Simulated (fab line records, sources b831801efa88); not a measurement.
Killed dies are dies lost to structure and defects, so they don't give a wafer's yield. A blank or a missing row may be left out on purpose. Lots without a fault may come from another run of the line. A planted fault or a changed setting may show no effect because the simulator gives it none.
fab line records | flow gf180mcu
record lots=5 wafers=23
route steps=602 shown HV_LDD@230 NSD@241 PSD@250 SAB@272 CONTACT@287 M1@316 V1@337
start_h: hours from the record's first day to the start of the lot's first wafer shown | wait_h: hours since the lot's step before | " the same as in the row above | L1.1+2: a row that stands for several wafers | - no value, or no start given | * or withheld: withheld | < > ~ a bound
route shown NAME@n: a module of which the file shows steps, and the number in the route of the first | usual: mean/standard deviation of fault-free wafers | same: alike in all rows | chamber/n: place in a boat | sites: the reading at each site | _std_site: their standard deviation | _edge_site: outer sites' mean less inner sites' | radius_mm: how far each site lies from the wafer's centre | mask NAME#n: copy n | behind: the tool/chamber that last shaped the wafer | hold: why the lot was held/for how many hours/how that ended | device: the transistor (n, p or np) that didn't switch | end of line: the same wafers' tests at the end of the route | a step without rows: its recipe alone | killed: dies lost to structure and defects at the first sort, not the wafer's yield | map: a wafer's dies, x killed, . not, _ none there
set.NAME: the setting as run; set.NAME@STEP: as run at that earlier step | model.NAME: the simulator's own value behind a step, which no gauge read
lots whose settings were changed on purpose; a table a step, a row a wafer
## steps
# step GF_HV_LDD_CVD_54
# recipe material=SiO2 target_thk_nm=10 precursor=TEOS temp_c=680 time_s=75 pressure_mtorr=400
# columns lot.wafer tool chamber start_h wait_h set.target_thk_nm model.SiO2_of_HV_LDD_CVD_54.thk_nm
L074.1 - - - 0.1 9.67 9.923
L074.2 " - " " 9.67 9.931
L074.3 " - " " 9.67 9.91
L074.5 " - " " 9.67 9.901
L074.6 " - " " 9.67 10.09
L075.1 - - - 0.4 9.429 9.267
L075.2 " - " " 9.429 9.376
L075.3 " - " " 9.429 9.25
L075.5 " - " " 9.429 9.301
L075.6 " - " " 9.429 9.403
L076.1 - - - 0.1 10.64 10.62
L076.3 " - " " 10.64 10.68
L076.4 " - " " 10.64 10.64
L076.5 " - " " 10.64 10.57
L076.6 " - " " 10.64 10.61
L081.1 - - - 0.1 10.47 10.61
L081.2 " - " " 10.47 10.54
L081.3 " - " " 10.47 10.75
L081.4 " - " " 10.47 10.63
L081.6 " - " " 10.47 10.5
L084.1 lpcvd-02 0 360.47 0.1 10 10.1
L084.3 " 0 " " 10 10.14
L084.4 " 0 " " 10 10.09
# step GF_NSD_DEVELOP_06
# recipe develop_time_s=60 dev_temp_c=23
# columns lot.wafer tool chamber start_h wait_h set.dev_temp_c
L074.1+2+3+5+6 litho_track-03 0 284.81 0.1 23
L075.1+2+3+5+6 litho_track-03 0 296.81 0.1 23
L076.1+4+6 litho_track-04 0 303.44 0.1 23
L076.3+5 " 0 " " 26.36
L081.1+3+4 litho_track-03 0 371.16 0.1 23
L081.2+6 " 0 " " 20.53
L084.1+3+4 litho_track-02 0 384.88 0.1 23
# step GF_NSD_CD_MEAS_07
# recipe target_cd_nm=400
# usual cd_nm=399.7/2.1
# columns lot.wafer tool chamber start_h wait_h set.dev_temp_c@NSD_DEVELOP_06 cd_nm
L074.1 cd_sem-01 - 284.96 0.1 23 396.7
L074.2 " - " " 23 398.1
L074.3 " - " " 23 398.7
L074.5 " - " " 23 397.7
L074.6 " - " " 23 396.5
L075.1 cd_sem-01 - 296.96 0.1 23 400.1
L075.2 " - " " 23 397.8
L075.3 " - " " 23 400.0
L075.5 " - " " 23 399.9
L075.6 " - " " 23 399.2
L076.1 cd_sem-01 - 303.59 0.1 23 404.8
L076.3 " - " " 26.36 391.7
L076.4 " - " " 23 404.2
L076.5 " - " " 26.36 392.5
L076.6 " - " " 23 404.0
L081.1 cd_sem-01 - 371.31 0.1 23 398.1
L081.2 " - " " 20.53 407.9
L081.3 " - " " 23 396.8
L081.4 " - " " 23 399.0
L081.6 " - " " 20.53 405.8
L084.1 cd_sem-01 - 385.03 0.1 23 403.3
L084.3 " - " " 23 401.7
L084.4 " - " " 23 402.8
# step GF_PSD_COAT_02
# recipe resist=NOVOLAK spin_rpm=3000 resist_thk_nm=1000
# columns lot.wafer tool chamber start_h wait_h set.spin_rpm model.NOVOLAK_of_PSD_COAT_02.thk_nm
L074.1 litho_track-02 0 295.58 0.1 3000 1001
L074.2 " 0 " " 3000 1000
L074.3+6 " 0 " " 3000 1003
L074.5 " 0 " " 3000 998.6
L075.1 litho_track-01 0 306.47 0.1 3000 998.9
L075.2 " 0 " " 3000 999.1
L075.3 " 0 " " 3108 982.9
L075.5 " 0 " " 3000 995.4
L075.6 " 0 " " 3108 980.9
L076.1 litho_track-04 0 314.39 0.1 3209 957.1
L076.3 " 0 " " 3209 959.7
L076.4 " 0 " " 3000 992.5
L076.5 " 0 " " 3209 957.9
L076.6 " 0 " " 3000 992.4
L081.1 litho_track-02 0 382.58 0.1 3000 998.2
L081.2 " 0 " " 2877 1017
L081.3 " 0 " " 2877 1021
L081.4 " 0 " " 3000 998.3
L081.6 " 0 " " 2877 1020
L084.1 litho_track-02 0 396.73 0.1 3000 992.4
L084.3 " 0 " " 3000 1001
L084.4 " 0 " " 3000 994.5
# step GF_PSD_DEVELOP_06
# recipe develop_time_s=60 dev_temp_c=23
# columns lot.wafer tool chamber start_h wait_h set.develop_time_s
L074.1+3+6 litho_track-01 0 305.42 0.1 60
L074.2+5 " 0 " " 67.26
L075.1+2+3+5+6 litho_track-04 0 317.44 0.1 60
L076.1+3+6 litho_track-02 0 324.73 0.1 60
L076.4+5 " 0 " " 51.46
L081.1+2 litho_track-01 0 393.52 0.1 68.4
L081.3+4+6 " 0 " " 60
L084.1+3+4 litho_track-02 0 408.53 0.1 60
# step GF_PSD_CD_MEAS_07
# recipe target_cd_nm=400
# usual cd_nm=400.9/2.2
# columns lot.wafer tool chamber start_h wait_h set.develop_time_s@PSD_DEVELOP_06 cd_nm
L074.1 cd_sem-01 - 305.57 0.1 60 400.9
L074.2 " - " " 67.26 410.4
L074.3 " - " " 60 400.0
L074.5 " - " " 67.26 409.9
L074.6 " - " " 60 401.7
L075.1 cd_sem-02 - 317.59 0.1 60 400.5
L075.2 " - " " 60 402.6
L075.3 " - " " 60 402.8
L075.5 " - " " 60 402.0
L075.6 " - " " 60 404.6
L076.1 cd_sem-02 - 324.88 0.1 60 407.9
L076.3 " - " " 60 407.0
L076.4 " - " " 51.46 388.8
L076.5 " - " " 51.46 394.7
L076.6 " - " " 60 404.4
L081.1 cd_sem-01 - 393.67 0.1 68.4 413.0
L081.2 " - " " 68.4 411.4
L081.3 " - " " 60 396.6
L081.4 " - " " 60 399.9
L081.6 " - " " 60 398.1
L084.1 cd_sem-02 - 408.68 0.1 60 400.8
L084.3 " - " " 60 400.1
L084.4 " - " " 60 402.0
# step GF_PSD_IMPLANT_09
# recipe species=BF2 energy_kev=40.42 dose_cm2=1.5e+15 tilt_deg=7
# step GF_PSD_STRIP_10
# recipe chemistry=O2/N2 power_w=1400 pressure_mtorr=1500 platen_temp_c=250 o2_flow_sccm=3000 n2_flow_sccm=300 overash_fraction=0.5
# usual strip_time_to_endpoint_s=16.56/0.047
# columns lot.wafer tool chamber start_h wait_h set.spin_rpm@PSD_COAT_02 strip_time_to_endpoint_s
L074.1 plasma_asher-03 0 305.87 0.1 3000 16.57
L074.2 " 1 " " 3000 16.57
L074.3 " 1 " " 3000 16.60
L074.5 " 0 " " 3000 16.55
L074.6 " 1 " " 3000 16.60
L075.1 plasma_asher-03 1 317.89 0.1 3000 16.58
L075.2 " 0 " " 3000 16.58
L075.3 " 1 " " 3108 16.39
L075.5 " 0 " " 3000 16.53
L075.6 " 1 " " 3108 16.36
L076.1 plasma_asher-03 1 325.19 0.1 3209 16.05
L076.3 " 1 " " 3209 16.10
L076.4 " 0 " " 3000 16.47
L076.5 " 1 " " 3209 16.07
L076.6 " 0 " " 3000 16.47
L081.1 plasma_asher-02 0 393.97 0.1 3000 16.56
L081.2 " 1 " " 2877 16.75
L081.3 " 0 " " 2877 16.82
L081.4 " 1 " " 3000 16.56
L081.6 " 1 " " 2877 16.81
L084.1 plasma_asher-04 0 408.99 0.1 3000 16.48
L084.3 " 0 " " 3000 16.57
L084.4 " 1 " " 3000 16.51
# step GF_SAB_DEVELOP_08
# recipe develop_time_s=60 dev_temp_c=23
# columns lot.wafer tool chamber start_h wait_h set.develop_time_s
L074.1+6 litho_track-02 0 327.23 0.1 60
L074.2+3+5 " 0 " " 54.75
L075.1+6 litho_track-01 0 338.57 0.1 60
L075.2+3+5 " 0 " " 52.44
L076.1+3+4+5+6 litho_track-01 0 346.82 0.1 60
L081.1+2+6 litho_track-03 0 417.31 0.1 60
L081.3+4 " 0 " " 68.48
L084.1+3+4 litho_track-02 0 432.93 0.1 60
# step GF_SAB_CD_MEAS_09
# recipe target_cd_nm=420
# usual cd_nm=419.3/1.9
# columns lot.wafer tool chamber start_h wait_h set.develop_time_s@SAB_DEVELOP_08 cd_nm
L074.1 cd_sem-02 - 327.38 0.1 60 420.9
L074.2 " - " " 54.75 429.7
L074.3 " - " " 54.75 429.6
L074.5 " - " " 54.75 429.0
L074.6 " - " " 60 419.5
L075.1 cd_sem-02 - 338.72 0.1 60 418.3
L075.2 " - " " 52.44 432.4
L075.3 " - " " 52.44 429.6
L075.5 " - " " 52.44 432.5
L075.6 " - " " 60 415.3
L076.1 cd_sem-01 - 346.97 0.1 60 421.4
L076.3 " - " " 60 419.6
L076.4 " - " " 60 420.9
L076.5 " - " " 60 419.1
L076.6 " - " " 60 419.7
L081.1 cd_sem-01 - 417.46 0.1 60 418.0
L081.2 " - " " 60 417.3
L081.3 " - " " 68.48 405.5
L081.4 " - " " 68.48 407.2
L081.6 " - " " 60 419.4
L084.1 cd_sem-01 - 433.08 0.1 60 419.3
L084.3 " - " " 60 419.1
L084.4 " - " " 60 419.2
# step GF_SAB_ETCH_11
# recipe chemistry=C4F8/O2/Ar mask_material=NOVOLAK target=SiO2 target_depth_nm=55 source_w=1448 bias_w=1200 pressure_mtorr=40 c4f8_flow_sccm=withheld O2_flow_sccm=6 Ar_flow_sccm=300 time_s=8.5
# columns lot.wafer tool chamber start_h wait_h set.develop_time_s@SAB_DEVELOP_08 model.SAB.cd_nm
L074.1 rie_diel-03 2 327.54 0.0 60 421.1
L074.2 " 3 " " 54.75 430.3
L074.3 " 1 " " 54.75 430
L074.5 " 1 " " 54.75 429.6
L074.6 " 2 " " 60 420
L075.1 rie_diel-03 1 338.87 0.0 60 419.1
L075.2 " 3 " " 52.44 432.5
L075.3 " 2 " " 52.44 430.1
L075.5 " 1 " " 52.44 432.8
L075.6 " 2 " " 60 415.8
L076.1 rie_diel-04 2 347.12 0.0 60 422
L076.3 " 0 " " 60 420.4
L076.4 " 3 " " 60 421.8
L076.5 " 0 " " 60 419.7
L076.6 " 1 " " 60 420.6
L081.1 rie_diel-03 3 417.62 0.0 60 418.5
L081.2 " 0 " " 60 416.9
L081.3 " 2 " " 68.48 406
L081.4 " 1 " " 68.48 407.1
L081.6 " 1 " " 60 419.1
L084.1 rie_diel-03 0 433.24 0.0 60 418.3
L084.3 " 2 " " 60 418.9
L084.4 " 3 " " 60 419.8
# step GF_SAB_STRIP_13
# recipe chemistry=O2/N2 power_w=1400 pressure_mtorr=1500 platen_temp_c=250 o2_flow_sccm=3000 n2_flow_sccm=300 overash_fraction=0.5
# usual strip_time_to_endpoint_s=12.60/0.032
# columns lot.wafer tool chamber start_h wait_h set.o2_flow_sccm strip_time_to_endpoint_s
L074.1 plasma_asher-03 0 327.70 0.0 3248 12.60
L074.2 " 1 " " 3248 12.58
L074.3 " 1 " " 3000 12.66
L074.5 " 0 " " 3248 12.61
L074.6 " 1 " " 3000 12.63
L075.1 plasma_asher-03 0 339.03 0.0 3219 12.57
L075.2 " 1 " " 3219 12.55
L075.3 " 1 " " 3219 12.55
L075.5 " 0 " " 3000 12.58
L075.6 " 1 " " 3000 12.59
L076.1 plasma_asher-04 1 347.28 0.0 3000 12.54
L076.3 " 1 " " 2734 12.62
L076.4 " 0 " " 2734 12.66
L076.5 " 0 " " 3000 12.57
L076.6 " 1 " " 2734 12.65
L081.1 plasma_asher-01 0 417.78 0.0 3000 12.59
L081.2 " 1 " " 2667 12.71
L081.3 " 1 " " 3000 12.61
L081.4 " 0 " " 2667 12.73
L081.6 " 0 " " 3000 12.64
L084.1 plasma_asher-01 1 433.40 0.0 3000 12.61
L084.3 " 0 " " 3000 12.64
L084.4 " 1 " " 3000 12.63
# step GF_CONTACT_CVD_00
# recipe material=SiO2 target_thk_nm=300 sigma_open_frac=0.3 temp_c=400 time_s=50 sih4_flow_sccm=60 pressure_mtorr=6
# columns lot.wafer tool chamber start_h wait_h set.sih4_flow_sccm model.SiO2_of_CONTACT_CVD_00.thk_nm
L074.1 hdpcvd-01 0 328.44 0.1 60 297.4
L074.2 " 2 " " 60 299.8
L074.3 " 1 " " 60 294.2
L074.5 " 0 " " 60 298.2
L074.6 " 2 " " 60 298
L075.1 hdpcvd-01 1 339.84 0.2 60 300.5
L075.2 " 2 " " 68.37 342.6
L075.3 " 0 " " 68.37 344.8
L075.5 " 1 " " 60 300.2
L075.6 " 0 " " 68.37 343.9
L076.1 hdpcvd-01 0 348.00 0.1 60 300.5
L076.3 " 1 " " 60 300.9
L076.4 " 1 " " 60 298.7
L076.5 " 2 " " 60 299.6
L076.6 " 0 " " 60 302.9
L081.1 hdpcvd-02 1 418.49 0.1 64.42 318.4
L081.2 " 2 " " 60 295.8
L081.3 " 0 " " 60 296.2
L081.4 " 1 " " 64.42 318.6
L081.6 " 2 " " 60 295.9
L084.1 hdpcvd-02 1 434.16 0.1 60 296.2
L084.3 " 0 " " 60 293.3
L084.4 " 0 " " 60 295.1
# step GF_CONTACT_THK_MEAS_01
# recipe reads=SiO2_of_CONTACT_CVD_00
# usual CONTACT_CVD_00_THK=300/3.2
# columns lot.wafer tool chamber start_h wait_h set.sih4_flow_sccm@CONTACT_CVD_00 CONTACT_CVD_00_THK[nm]
L074.1 film_metro-02 - 328.48 0.0 60 297
L074.2 " - " " 60 300
L074.3 " - " " 60 294
L074.5 " - " " 60 298
L074.6 " - " " 60 298
L075.1 film_metro-02 - 339.88 0.0 60 301
L075.2 " - " " 68.37 342
L075.3 " - " " 68.37 345
L075.5 " - " " 60 300
L075.6 " - " " 68.37 344
L076.1 film_metro-03 - 348.04 0.0 60 300
L076.3 " - " " 60 301
L076.4 " - " " 60 299
L076.5 " - " " 60 299
L076.6 " - " " 60 303
L081.1 film_metro-04 - 418.54 0.0 64.42 319
L081.2 " - " " 60 296
L081.3 " - " " 60 296
L081.4 " - " " 64.42 319
L081.6 " - " " 60 296
L084.1 film_metro-04 - 434.20 0.0 60 296
L084.3 " - " " 60 293
L084.4 " - " " 60 295
# step GF_M1_SPUTTER_01
# recipe material=TiN target_thk_nm=30 power_w=6500 time_s=25 chamber_pressure_pa=0.4
# columns lot.wafer tool chamber start_h wait_h set.time_s model.TiN_of_M1_SPUTTER_01.thk_nm
L074.1 pvd_sputter-03 - 351.32 0.1 26.56 32.26
L074.2 " - " " 26.56 31.87
L074.3 " - " " 26.56 31.93
L074.5 " - " " 25 30.43
L074.6 " - " " 25 29.98
L075.1 pvd_sputter-02 - 363.41 0.1 27.58 32.33
L075.2 " - " " 27.58 33.06
L075.3 " - " " 25 30.5
L075.5 " - " " 25 30.12
L075.6 " - " " 27.58 32.19
L076.1 pvd_sputter-02 - 371.59 0.1 25 30.2
L076.3 " - " " 23.91 28.49
L076.4 " - " " 25 29.2
L076.5 " - " " 23.91 28.69
L076.6 " - " " 23.91 27.8
L081.1 pvd_sputter-01 - 444.48 0.1 25 30.05
L081.2 " - " " 27.95 33.13
L081.3 " - " " 27.95 33.72
L081.4 " - " " 27.95 33.8
L081.6 " - " " 25 29.6
L084.1 pvd_sputter-03 - 461.17 0.1 25 29.13
L084.3 " - " " 25 29.6
L084.4 " - " " 25 29.74
# step GF_M1_PEB_12
# recipe peb_temp_c=135 peb_time_s=90 resist=KrF
# columns lot.wafer tool chamber start_h wait_h set.peb_temp_c
L074.1+5 litho_track-02 0 - - 137.9
L074.2+3+6 " 0 " " 135
L075.1+2+5 litho_track-04 0 - - 131.3
L075.3+6 " 0 " " 135
L076.1+3+5 litho_track-04 0 - - 138.6
L076.4+6 " 0 " " 135
L081.1+2+3+4+6 litho_track-02 0 - - 135
L084.1+3+4 litho_track-04 0 - - 135
# step GF_M1_DEVELOP_13
# recipe develop_time_s=60 dev_temp_c=21
# step GF_M1_CD_MEAS_14
# recipe target_cd_nm=230
# usual cd_nm=229.6/1.2
# columns lot.wafer tool chamber start_h wait_h set.peb_temp_c@M1_PEB_12 cd_nm
L074.1 cd_sem-02 - 373.58 0.1 137.9 220.9
L074.2 " - " " 135 227.7
L074.3 " - " " 135 228.6
L074.5 " - " " 137.9 221.1
L074.6 " - " " 135 228.2
L075.1 cd_sem-01 - 385.74 0.1 131.3 242.1
L075.2 " - " " 131.3 242.4
L075.3 " - " " 135 228.5
L075.5 " - " " 131.3 241.1
L075.6 " - " " 135 229.1
L076.1 cd_sem-02 - 393.79 0.1 138.6 222.3
L076.3 " - " " 138.6 222.0
L076.4 " - " " 135 231.4
L076.5 " - " " 138.6 222.8
L076.6 " - " " 135 231.2
L081.1 cd_sem-02 - 469.38 0.1 135 228.8
L081.2 " - " " 135 227.9
L081.3 " - " " 135 228.1
L081.4 " - " " 135 228.4
L081.6 " - " " 135 228.2
L084.1 cd_sem-02 - 485.34 0.1 135 227.8
L084.3 " - " " 135 228.1
L084.4 " - " " 135 228.5
# step GF_M1_METAL_ETCH_16
# recipe chemistry=Cl2/BCl3 mask_material=KrF target_depth_nm=627.5 stop_on=SiO2 pressure_mtorr=8 icp_w=800 bias_w=140 Cl2_flow_sccm=80 bcl3_flow_sccm=40 time_s=104.6
# columns lot.wafer tool chamber start_h wait_h set.peb_temp_c@M1_PEB_12 model.M1.cd_nm
L074.1 rie_metal-03 0 373.74 0.0 137.9 215.5
L074.2 " 1 " " 135 225.4
L074.3 " 0 " " 135 222.6
L074.5 " 1 " " 137.9 221.5
L074.6 " 0 " " 135 222.3
L075.1 rie_metal-03 0 385.89 0.0 131.3 236.5
L075.2 " 1 " " 131.3 242.8
L075.3 " 1 " " 135 228.9
L075.5 " 1 " " 131.3 237.4
L075.6 " 0 " " 135 226.9
L076.1 rie_metal-03 1 393.94 0.0 138.6 221.5
L076.3 " 1 " " 138.6 221.4
L076.4 " 0 " " 135 229.1
L076.5 " 1 " " 138.6 220.8
L076.6 " 0 " " 135 230.7
L081.1 rie_metal-04 0 469.54 0.0 135 227.9
L081.2 " 1 " " 135 224.1
L081.3 " 1 " " 135 224.9
L081.4 " 0 " " 135 228.1
L081.6 " 1 " " 135 226.3
L084.1 rie_metal-03 0 485.49 0.0 135 221.9
L084.3 " 0 " " 135 221.5
L084.4 " 1 " " 135 224.7
# step GF_V1_CVD_02
# recipe material=SiO2 target_thk_nm=850 precursor=TEOS temp_c=400 time_s=94.851 rf_w=600
# columns lot.wafer tool chamber start_h wait_h set.time_s model.SiO2_of_V1_CVD_02.thk_nm
L074.1 pecvd-03 0 374.55 0.1 94.851 830.8
L074.2 " 2 " " 94.851 840.1
L074.3 " 1 " " 105.8 917.1
L074.5 " 2 " " 105.8 942.5
L074.6 " 0 " " 105.8 936.3
L075.1 pecvd-03 0 386.75 0.1 91.19 806.3
L075.2 " 1 " " 94.851 835.2
L075.3 " 2 " " 94.851 851.9
L075.5 " 2 " " 91.19 818.9
L075.6 " 1 " " 91.19 817.8
L076.1 pecvd-04 2 394.73 0.1 94.851 854.6
L076.3 " 1 " " 103.6 936.2
L076.4 " 2 " " 94.851 867.2
L076.5 " 1 " " 94.851 871.5
L076.6 " 0 " " 103.6 946.7
L081.1 pecvd-04 0 470.35 0.1 94.851 839.3
L081.2 " 1 " " 105.4 942.5
L081.3 " 0 " " 94.851 853.1
L081.4 " 1 " " 94.851 871.1
L081.6 " 0 " " 105.4 952.2
L084.1 pecvd-02 0 486.29 0.1 94.851 839
L084.3 " 2 " " 94.851 840.4
L084.4 " 0 " " 94.851 847.8
# step GF_V1_THK_MEAS_03
# recipe reads=SiO2_of_V1_CVD_02
# usual V1_CVD_02_THK=852/12
# columns lot.wafer tool chamber start_h wait_h set.time_s@V1_CVD_02 V1_CVD_02_THK[nm]
L074.1 film_metro-03 - 374.62 0.0 94.851 831
L074.2 " - " " 94.851 839
L074.3 " - " " 105.8 917
L074.5 " - " " 105.8 943
L074.6 " - " " 105.8 936
L075.1 film_metro-01 - 386.82 0.0 91.19 806
L075.2 " - " " 94.851 835
L075.3 " - " " 94.851 852
L075.5 " - " " 91.19 819
L075.6 " - " " 91.19 819
L076.1 film_metro-03 - 394.80 0.0 94.851 855
L076.3 " - " " 103.6 936
L076.4 " - " " 94.851 867
L076.5 " - " " 94.851 871
L076.6 " - " " 103.6 946
L081.1 film_metro-01 - 470.46 0.1 94.851 839
L081.2 " - " " 105.4 943
L081.3 " - " " 94.851 853
L081.4 " - " " 94.851 871
L081.6 " - " " 105.4 951
L084.1 film_metro-01 - 486.36 0.0 94.851 838
L084.3 " - " " 94.851 841
L084.4 " - " " 94.851 848
# step GF_V1_CMP_04
# recipe material=SiO2 down_force_psi=4 platen_rpm=60 pad_velocity_m_s=0.94248
# usual time_to_endpoint_s=82/5.6
# columns lot.wafer tool chamber start_h wait_h set.time_s@V1_CVD_02 time_to_endpoint_s
L074.2 cmp-02 3 374.68 0.0 94.851 76
L074.3 " 0 " " 105.8 109
L074.1 " 2 " " 94.851 69
L074.5 " 3 " " 105.8 113
L074.6 " 0 " " 105.8 110
L075.1 cmp-01 1 386.88 0.1 91.19 61
L075.3 " 2 " " 94.851 81
L075.2 " 3 " " 94.851 75
L075.5 " 1 " " 91.19 66
L075.6 " 2 " " 91.19 69
L076.3 cmp-01 2 394.86 0.0 103.6 113
L076.4 " 0 " " 94.851 88
L076.1 " 1 " " 94.851 77
L076.5 " 2 " " 94.851 90
L076.6 " 3 " " 103.6 123
L081.4 cmp-01 3 470.52 0.0 94.851 85
L081.3 " 0 " " 94.851 82
L081.1 " 1 " " 94.851 72
L081.2 " 2 " " 105.4 110
L081.6 " 3 " " 105.4 115
L084.1 cmp-02 2 486.42 0.1 94.851 75
L084.3 " 0 " " 94.851 79
L084.4 " 1 " " 94.851 82
## key
split step=GF_HV_LDD_CVD_54 setting=target_thk_nm stated=10 by=lot
response step=GF_HV_LDD_CVD_54 reading=model.SiO2_of_HV_LDD_CVD_54.thk_nm change=+0.101 per=1% r=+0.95
split step=GF_NSD_DEVELOP_06 setting=dev_temp_c stated=23 by=wafer
response step=GF_NSD_CD_MEAS_07 reading=cd_nm change=-0.835 per=1% r=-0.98
split step=GF_PSD_COAT_02 setting=spin_rpm stated=3000 by=wafer
response step=GF_PSD_COAT_02 reading=model.NOVOLAK_of_PSD_COAT_02.thk_nm change=-4.87 per=1% r=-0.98
response step=GF_PSD_STRIP_10 reading=strip_time_to_endpoint_s change=* per=1% r=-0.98
split step=GF_PSD_DEVELOP_06 setting=develop_time_s stated=60 by=wafer
response step=GF_PSD_CD_MEAS_07 reading=cd_nm change=+0.949 per=1% r=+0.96
split step=GF_SAB_DEVELOP_08 setting=develop_time_s stated=60 by=wafer
response step=GF_SAB_CD_MEAS_09 reading=cd_nm change=-0.997 per=1% r=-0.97
response step=GF_SAB_ETCH_11 reading=model.SAB.cd_nm change=-0.985 per=1% r=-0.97
split step=GF_SAB_STRIP_13 setting=o2_flow_sccm stated=3000 by=wafer
response step=GF_SAB_STRIP_13 reading=strip_time_to_endpoint_s change=* per=1% r=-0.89
split step=GF_CONTACT_CVD_00 setting=sih4_flow_sccm stated=60 by=wafer
response step=GF_CONTACT_CVD_00 reading=model.SiO2_of_CONTACT_CVD_00.thk_nm change=+3.1 per=1% r=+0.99
response step=GF_CONTACT_THK_MEAS_01 reading=CONTACT_CVD_00_THK change=+3.09 per=1% r=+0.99
split step=GF_M1_SPUTTER_01 setting=time_s stated=25 by=wafer
response step=GF_M1_SPUTTER_01 reading=model.TiN_of_M1_SPUTTER_01.thk_nm change=+0.277 per=1% r=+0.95
split step=GF_M1_PEB_12 setting=peb_temp_c stated=135 by=wafer
response step=GF_M1_CD_MEAS_14 reading=cd_nm change=-3.89 per=1% r=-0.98
response step=GF_M1_METAL_ETCH_16 reading=model.M1.cd_nm change=-3.32 per=1% r=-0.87
split step=GF_V1_CVD_02 setting=time_s stated=94.851 by=wafer
response step=GF_V1_CVD_02 reading=model.SiO2_of_V1_CVD_02.thk_nm change=+8.32 per=1% r=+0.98
response step=GF_V1_THK_MEAS_03 reading=V1_CVD_02_THK change=+8.33 per=1% r=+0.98
response step=GF_V1_CMP_04 reading=time_to_endpoint_s change=* per=1% r=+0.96
